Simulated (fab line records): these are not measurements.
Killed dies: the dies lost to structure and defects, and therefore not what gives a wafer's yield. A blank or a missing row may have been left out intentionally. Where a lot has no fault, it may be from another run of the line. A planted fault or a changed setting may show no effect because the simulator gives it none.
Chamber matching | flow gf180mcu | GF_CONTACT_ETCH_16 on rieDiel-03 has 4 sister chambers
The step etches BARC in N2/H2. 14 wafers are shown with their chamber, then 7 later ones without.

## WAFERS WITH THEIR CHAMBER
wafer  | chamber | throttleValvePct (%) | oesProductAu (a.u.)
L180.1 | 3       | 13.223               | 0.852
L180.2 | 0       | 13.229               | 0.866
L180.4 | 1       | 13.240               | 0.851
L183.4 | 2       | 13.241               | 0.855
L183.5 | 1       | 13.227               | 0.857
L183.6 | 0       | 13.231               | 0.851
L184.4 | 0       | 13.217               | 0.854
L184.5 | 2       | 13.216               | 0.853
L184.6 | 1       | 13.220               | 0.861
L187.2 | 3       | 13.213               | 0.856
L187.4 | 0       | 13.214               | 0.850
L187.6 | 3       | 13.215               | 0.853
L189.1 | 3       | 13.223               | 0.855
L189.4 | 3       | 13.214               | 0.854

SIGNATURES (averages over the wafers above)
reading          | chamber 0 | chamber 1 | chamber 2 | chamber 3 | scatter within a chamber
throttleValvePct | 13.22275  | 13.22900  | 13.22850  | 13.21760  | 0.00913
oesProductAu     | 0.85525   | 0.85633   | 0.85400   | 0.85400   | 0.00475
Rule: a wafer's distance from a chamber is the root of the sum, over the readings, of the square of ((its reading less the chamber's mean) divided by the reading's scatter). The wafer belongs to the nearest chamber; if the next one is less than 2 further off, it can't be placed. The scatter: the root of (the sum of the squares of (reading less its chamber's mean) over the shown wafers, divided by (wafers less chambers)).

## WAFERS MISSING THEIR CHAMBER
wafer  | throttleValvePct (%) | oesProductAu (a.u.)
L189.5 | 13.238               | 0.860
L198.1 | 13.232               | 0.852
L198.2 | 13.230               | 0.855
L198.6 | 13.227               | 0.853
L200.1 | 13.216               | 0.853
L200.3 | 13.244               | 0.850
L200.4 | 13.216               | 0.852

## CHAMBER TAKEN BY EACH
wafer  | from the rows above               | in truth
L189.5 | can't be placed: 1 or 2 or 0 or 3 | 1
L198.1 | can't be placed: 2 or 1 or 0 or 3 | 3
L198.2 | can't be placed: 2 or 1 or 0 or 3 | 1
L198.6 | can't be placed: 2 or 0 or 1 or 3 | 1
L200.1 | can't be placed: 3 or 0 or 2 or 1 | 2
L200.3 | can't be placed: 2 or 1 or 0 or 3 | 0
L200.4 | can't be placed: 3 or 0 or 2 or 1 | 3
Correct placement for 0 of the 7. Cannot be placed on the basis of these rows: 7; the candidates contain the true chamber in 7. 0 placed wrongly.
